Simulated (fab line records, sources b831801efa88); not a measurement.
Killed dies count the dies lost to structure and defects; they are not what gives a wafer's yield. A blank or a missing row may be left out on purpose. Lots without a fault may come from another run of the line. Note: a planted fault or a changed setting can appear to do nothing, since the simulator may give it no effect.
Which of the tools did it? | flow sky130 | 36 wafers sampled from 12 lots at 1 step of a route of 708

## WHAT THE GAUGES READ, wafer by wafer
SKY_METAL1_OVL_MEAS_16.
lot  | measured     | on         | METAL1_OVL (nm)
L075 | day 32 23:23 | overlay-01 | 1 -4 2
L077 | day 33 11:35 | overlay-02 | 7 6 18
L079 | day 34 19:14 | overlay-02 | 2 -4 -1
L080 | day 35 07:39 | overlay-01 | 6 2 1
L083 | day 35 19:59 | overlay-02 | 1 -8 -3
L084 | day 37 07:39 | overlay-02 | -1 -13 -1
L087 | day 37 08:25 | overlay-02 | 8 4 6
L089 | day 37 13:10 | overlay-01 | 3 0 1
L091 | day 38 07:41 | overlay-01 | 7 4 4
L093 | day 39 07:50 | overlay-02 | 8 8 8
L095 | day 39 14:28 | overlay-01 | 14 7 9
L097 | day 39 22:59 | overlay-01 | 10 -1 5

## WHICH TOOL RAN EACH LOT (tool, then ch and the chambers of the sampled wafers, then the start)
The record holds no process step before these readings.

## THE ANSWER, worked out from the rows above alone
Rule: the lots themselves supply what counts as usual. The widest of any qualifying gaps counts: lots, ordered by their means at a reading, are off when they make up no more than a third of the lots, leave a main group of 4 or more, and stand apart from it by 3 or more times the standard deviation of that group's means. A main group is skipped when, at the precision printed for the reading in the tables above, its means are all equal. Also off: a lot with no number at a reading for which 4 or more lots have one. Where the step has rows for the other lots, those lots are counted as sound.
No lot is off at any reading shown: from this, nothing can be told.

## WHAT WAS PUT IN BY THE SIMULATOR
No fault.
